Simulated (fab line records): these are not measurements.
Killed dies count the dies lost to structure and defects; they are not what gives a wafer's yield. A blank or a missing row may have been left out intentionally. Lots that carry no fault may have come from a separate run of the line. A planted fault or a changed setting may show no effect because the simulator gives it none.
Chamber matching / flow sky130 / SKY_VIA3_CMP_24 on cmp-02: 4 sister chambers
The step polishes, stops on SiO2, t overpolish 20 s, target thk 0 nm. 24 wafers are shown with their chamber, then 12 later ones without.

== EACH WAFER AND ITS CHAMBER ==
wafer=L075.2; chamber=2; motor_current_A (A)=13.1; time_to_endpoint_s (s)=90; overpolish_run_s (s)=20.002
wafer=L075.5; chamber=2; motor_current_A (A)=12.5; time_to_endpoint_s (s)=94; overpolish_run_s (s)=20.009
wafer=L075.6; chamber=3; motor_current_A (A)=9.3; time_to_endpoint_s (s)=85; overpolish_run_s (s)=19.997
wafer=L074.3; chamber=1; motor_current_A (A)=12.5; time_to_endpoint_s (s)=100; overpolish_run_s (s)=19.992
wafer=L074.4; chamber=2; motor_current_A (A)=12.9; time_to_endpoint_s (s)=92; overpolish_run_s (s)=20.018
wafer=L074.5; chamber=3; motor_current_A (A)=9.2; time_to_endpoint_s (s)=86; overpolish_run_s (s)=20.012
wafer=L076.2; chamber=1; motor_current_A (A)=12.0; time_to_endpoint_s (s)=102; overpolish_run_s (s)=20.004
wafer=L076.3; chamber=2; motor_current_A (A)=13.2; time_to_endpoint_s (s)=94; overpolish_run_s (s)=20.018
wafer=L076.6; chamber=2; motor_current_A (A)=13.1; time_to_endpoint_s (s)=93; overpolish_run_s (s)=20.008
wafer=L082.1; chamber=1; motor_current_A (A)=11.5; time_to_endpoint_s (s)=97; overpolish_run_s (s)=19.989
wafer=L082.2; chamber=3; motor_current_A (A)=9.1; time_to_endpoint_s (s)=87; overpolish_run_s (s)=20.012
wafer=L082.5; chamber=3; motor_current_A (A)=9.1; time_to_endpoint_s (s)=85; overpolish_run_s (s)=19.993
wafer=L083.3; chamber=1; motor_current_A (A)=11.4; time_to_endpoint_s (s)=96; overpolish_run_s (s)=19.989
wafer=L083.4; chamber=0; motor_current_A (A)=9.8; time_to_endpoint_s (s)=93; overpolish_run_s (s)=19.999
wafer=L083.6; chamber=1; motor_current_A (A)=11.5; time_to_endpoint_s (s)=97; overpolish_run_s (s)=19.994
wafer=L085.2; chamber=2; motor_current_A (A)=13.3; time_to_endpoint_s (s)=95; overpolish_run_s (s)=19.992
wafer=L085.3; chamber=3; motor_current_A (A)=8.9; time_to_endpoint_s (s)=90; overpolish_run_s (s)=19.983
wafer=L085.6; chamber=3; motor_current_A (A)=9.5; time_to_endpoint_s (s)=88; overpolish_run_s (s)=20.003
wafer=L088.1; chamber=1; motor_current_A (A)=12.2; time_to_endpoint_s (s)=99; overpolish_run_s (s)=20.013
wafer=L088.2; chamber=3; motor_current_A (A)=9.5; time_to_endpoint_s (s)=88; overpolish_run_s (s)=20.016
wafer=L088.3; chamber=0; motor_current_A (A)=9.7; time_to_endpoint_s (s)=97; overpolish_run_s (s)=19.995
wafer=L090.1; chamber=2; motor_current_A (A)=12.6; time_to_endpoint_s (s)=94; overpolish_run_s (s)=20.004
wafer=L090.3; chamber=3; motor_current_A (A)=9.3; time_to_endpoint_s (s)=88; overpolish_run_s (s)=20.000
wafer=L090.5; chamber=2; motor_current_A (A)=12.7; time_to_endpoint_s (s)=92; overpolish_run_s (s)=19.995

SIGNATURES (means of the wafers above)
reading=motor_current_A; chamber 0=9.750; chamber 1=11.850; chamber 2=12.925; chamber 3=9.238; scatter within a chamber=0.311
reading=time_to_endpoint_s; chamber 0=95.00; chamber 1=98.50; chamber 2=93.00; chamber 3=87.12; scatter within a chamber=1.9
reading=overpolish_run_s; chamber 0=19.99700; chamber 1=19.99683; chamber 2=20.00575; chamber 3=20.00200; scatter within a chamber=0.00995
Rule: a wafer lies at a distance from a chamber equal to the root of the sum of squares, over the readings, of (its reading less the chamber's mean, divided by the reading's scatter). If the next closest chamber is less than 2 further off than the closest, the wafer can't be placed; otherwise it belongs to the closest. The scatter: the root of (the sum of the squares of (reading less its chamber's mean) over the shown wafers, divided by (wafers less chambers)).

== WAFERS WHOSE CHAMBER IS MISSING ==
wafer=L092.1; motor_current_A (A)=9.6; time_to_endpoint_s (s)=91; overpolish_run_s (s)=20.007
wafer=L092.3; motor_current_A (A)=11.4; time_to_endpoint_s (s)=97; overpolish_run_s (s)=20.014
wafer=L092.4; motor_current_A (A)=12.7; time_to_endpoint_s (s)=93; overpolish_run_s (s)=19.996
wafer=L091.1; motor_current_A (A)=9.8; time_to_endpoint_s (s)=99; overpolish_run_s (s)=19.998
wafer=L091.2; motor_current_A (A)=11.7; time_to_endpoint_s (s)=99; overpolish_run_s (s)=19.997
wafer=L091.4; motor_current_A (A)=13.2; time_to_endpoint_s (s)=93; overpolish_run_s (s)=19.987
wafer=L093.1; motor_current_A (A)=11.8; time_to_endpoint_s (s)=98; overpolish_run_s (s)=20.007
wafer=L093.3; motor_current_A (A)=9.8; time_to_endpoint_s (s)=96; overpolish_run_s (s)=20.003
wafer=L093.6; motor_current_A (A)=11.8; time_to_endpoint_s (s)=91; overpolish_run_s (s)=20.012
wafer=L097.1; motor_current_A (A)=9.4; time_to_endpoint_s (s)=85; overpolish_run_s (s)=19.996
wafer=L097.2; motor_current_A (A)=9.9; time_to_endpoint_s (s)=96; overpolish_run_s (s)=19.996
wafer=L097.6; motor_current_A (A)=12.8; time_to_endpoint_s (s)=94; overpolish_run_s (s)=19.988

== THE CHAMBER EACH PASSED THROUGH ==
wafer=L092.1; from the rows above=can't be placed: 0 or 3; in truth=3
wafer=L092.3; from the rows above=1; in truth=1
wafer=L092.4; from the rows above=2; in truth=2
wafer=L091.1; from the rows above=0; in truth=0
wafer=L091.2; from the rows above=1; in truth=1
wafer=L091.4; from the rows above=2; in truth=2
wafer=L093.1; from the rows above=1; in truth=1
wafer=L093.3; from the rows above=0; in truth=0
wafer=L093.6; from the rows above=can't be placed: 2 or 1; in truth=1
wafer=L097.1; from the rows above=3; in truth=3
wafer=L097.2; from the rows above=0; in truth=0
wafer=L097.6; from the rows above=2; in truth=2
Correctly placed: 10 of 12. Not placeable from these rows: 2 (in 2, the candidates include the true chamber). 0 placed wrongly.
